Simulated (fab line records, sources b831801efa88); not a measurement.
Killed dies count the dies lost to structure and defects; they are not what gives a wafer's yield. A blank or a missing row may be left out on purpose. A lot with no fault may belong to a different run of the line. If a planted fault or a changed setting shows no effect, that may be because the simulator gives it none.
What tool caused it? :: flow gf180mcu :: at 1 step of a route of 602, 7 lots with 21 wafers sampled

WHAT THE GAUGES READ, wafer by wafer
GF_V3_OVL_MEAS_15.
lot: L597
measured: day 22 21:53
on: overlay-02
V3_OVL (nm): -15 -3 -6

lot: L599
measured: day 23 12:34
on: overlay-01
V3_OVL (nm): -13 -5 -6

lot: L600
measured: day 24 11:49
on: overlay-01
V3_OVL (nm): -8 -4 -7

lot: L603
measured: day 25 03:10
on: overlay-02
V3_OVL (nm): -1 5 -3

lot: L605
measured: day 25 23:08
on: overlay-01
V3_OVL (nm): -2 -3 3

lot: L608
measured: day 26 15:51
on: overlay-02
V3_OVL (nm): -5 -6 -2

lot: L618
measured: day 29 14:29
on: overlay-02
V3_OVL (nm): -8 0 -4

EACH LOT AND THE TOOL THAT RAN IT (in order: tool; ch and the chambers of the sampled wafers; start)
The record shows no process step preceding these readings.

THE ANSWER, worked out from the rows above alone
Rule: the lots themselves supply what counts as usual. Put in order of their means at a reading, lots are off if they are a third of the lots or fewer, leave a main group of 4 or more, and stand apart from it by a gap of 3 or more times the standard deviation of the main group's means; of several such gaps the widest counts. A main group is skipped when, at the precision printed for the reading in the tables above, its means are all equal. Also off: a lot with no number at a reading for which 4 or more lots have one. The other lots that the step has rows for count as sound.
No lot is off at any reading shown: from this, nothing can be told.

WHAT THE SIMULATOR HAD PUT IN
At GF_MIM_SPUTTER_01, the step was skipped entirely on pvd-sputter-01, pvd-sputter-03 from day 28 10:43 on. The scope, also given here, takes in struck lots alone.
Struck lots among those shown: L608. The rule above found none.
